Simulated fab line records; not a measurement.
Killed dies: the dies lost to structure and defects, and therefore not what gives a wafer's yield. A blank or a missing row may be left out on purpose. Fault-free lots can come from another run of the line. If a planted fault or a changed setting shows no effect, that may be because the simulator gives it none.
Matching of chambers	flow gf180mcu	4 sister chambers for GF_V5_CMP_04 on cmp-02
The step polishes SiO2. 4 wafers are shown with their chamber, then 9 later ones without.

WAFERS, EACH WITH ITS CHAMBER
wafer	chamber	motor_current_A (A)
L544.3	2	12.2
L544.6	0	11.6
L548.2	3	10.6
L548.6	1	12.4

WAFERS MISSING THEIR CHAMBER
wafer	motor_current_A (A)
L549.1	10.5
L549.4	12.2
L549.6	12.6
L550.1	11.6
L550.4	13.0
L550.5	13.3
L556.1	13.4
L556.2	10.8
L556.3	10.8

EACH ONE'S CHAMBER
wafer	from the rows above	in truth
L549.1	can't be placed: 3 or 0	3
L549.4	can't be placed: 2 or 1 or 0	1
L549.6	can't be placed: 1 or 2 or 0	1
L550.1	can't be placed: 0 or 2 or 1 or 3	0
L550.4	can't be placed: 1 or 2 or 0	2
L550.5	can't be placed: 1 or 2 or 0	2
L556.1	can't be placed: 1 or 2 or 0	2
L556.2	can't be placed: 3 or 0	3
L556.3	can't be placed: 3 or 0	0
0 of 9 placed correctly. From these rows, 9 cannot be placed; in 9 the true chamber is one of the candidates. Wrongly placed: 0.
How it was worked out, from the rows above alone: a wafer's distance from a chamber is the root of the sum, over the readings, of the square of ((its reading less the chamber's mean) divided by the reading's scatter). If the next closest chamber is less than 2 further off than the closest, the wafer can't be placed; otherwise it belongs to the closest. The mean given for a chamber averages the wafers shown for that chamber. The scatter: root of mean squared gap, hidden wafer to nearest shown wafer, with one shown wafer a chamber.
